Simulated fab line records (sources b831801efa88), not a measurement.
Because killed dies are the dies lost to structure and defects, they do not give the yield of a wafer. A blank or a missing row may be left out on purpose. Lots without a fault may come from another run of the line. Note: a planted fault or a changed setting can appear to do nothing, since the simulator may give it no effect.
Which tool is to blame? | flow sky130 | 18 wafers from 6 lots sampled at 5 of the route's 708 steps

WHAT EACH GAUGE READ, for each wafer
SKY_NWELL_TW_MEAS_15.
lot  | measured    | on            | NWELL_TW
L428 | day 6 01:01 | film metro-04 | 1805 1808 1801
L430 | day 6 05:10 | film metro-02 | 1838 1839 1840
L440 | day 8 12:18 | film metro-04 | 1819 1807 1808
L442 | day 8 22:39 | film metro-02 | 1862 1843 1854
L444 | day 9 10:16 | film metro-01 | 1827 1819 1822
L446 | day 9 20:29 | film metro-01 | 1815 1822 1827

TOOL THAT RAN EACH LOT (tool first, then ch and the chambers of the sampled wafers, then the start)
lot  | SKY_FIELD_ISO_STRIP_16              | SKY_FIELD_ISO_ETCH_17         | SKY_PWDE_STRIP_09                   | SKY_NWELL_STRIP_14
L428 | plasma asher-04 ch 0,1, day 3 03:16 | rie si-01 ch 2,3, day 3 03:22 | plasma asher-02 ch 0,1, day 5 06:13 | plasma asher-01 ch 0,1, day 6 00:55
L430 | plasma asher-04 ch 0,1, day 3 12:44 | rie si-02 ch 0,2, day 3 12:50 | plasma asher-04 ch 0,1, day 5 10:09 | plasma asher-04 ch 0,1, day 6 05:04
L440 | plasma asher-04 ch 0,1, day 5 19:16 | rie si-01 ch 2,3, day 5 19:22 | plasma asher-01 ch 1, day 7 15:24   | plasma asher-04 ch 0, day 8 12:11
L442 | plasma asher-04 ch 0,1, day 6 02:01 | rie si-01 ch 1,2, day 6 02:07 | plasma asher-02 ch 0,1, day 8 01:19 | plasma asher-03 ch 0,1, day 8 22:32
L444 | plasma asher-03 ch 1, day 6 13:29   | rie si-01 ch 0,1, day 6 13:35 | plasma asher-02 ch 0,1, day 8 12:00 | plasma asher-04 ch 0,1, day 9 10:09
L446 | plasma asher-02 ch 0,1, day 6 22:10 | rie si-01 ch 1,3, day 6 22:16 | plasma asher-01 ch 0,1, day 8 22:42 | plasma asher-04 ch 0,1, day 9 20:23
- SKY_FIELD_ISO_STRIP_16: strips in O2/N2.
- SKY_FIELD_ISO_ETCH_17: etches Si in HBr/Cl2/O2, target depth 342 nm, time 97.7 s.
- SKY_PWDE_STRIP_09: strips in O2/N2.
- SKY_NWELL_STRIP_14: strips in O2/N2.

THE ANSWER, worked out from the rows above alone
Rule: the usual values come from the lots themselves. The widest of any qualifying gaps counts: lots, ordered by their means at a reading, are off when they make up no more than a third of the lots, leave a main group of 4 or more, and stand apart from it by 3 or more times the standard deviation of that group's means. Not used: any main group whose means are identical at the precision the tables above print for the reading. A lot without any number at a reading at which 4 lots or more have one is off too. Where the step has rows for the other lots, those lots are counted as sound.
None of the lots is off at any reading shown; this tells nothing.

WHAT WAS PUT IN BY THE SIMULATOR
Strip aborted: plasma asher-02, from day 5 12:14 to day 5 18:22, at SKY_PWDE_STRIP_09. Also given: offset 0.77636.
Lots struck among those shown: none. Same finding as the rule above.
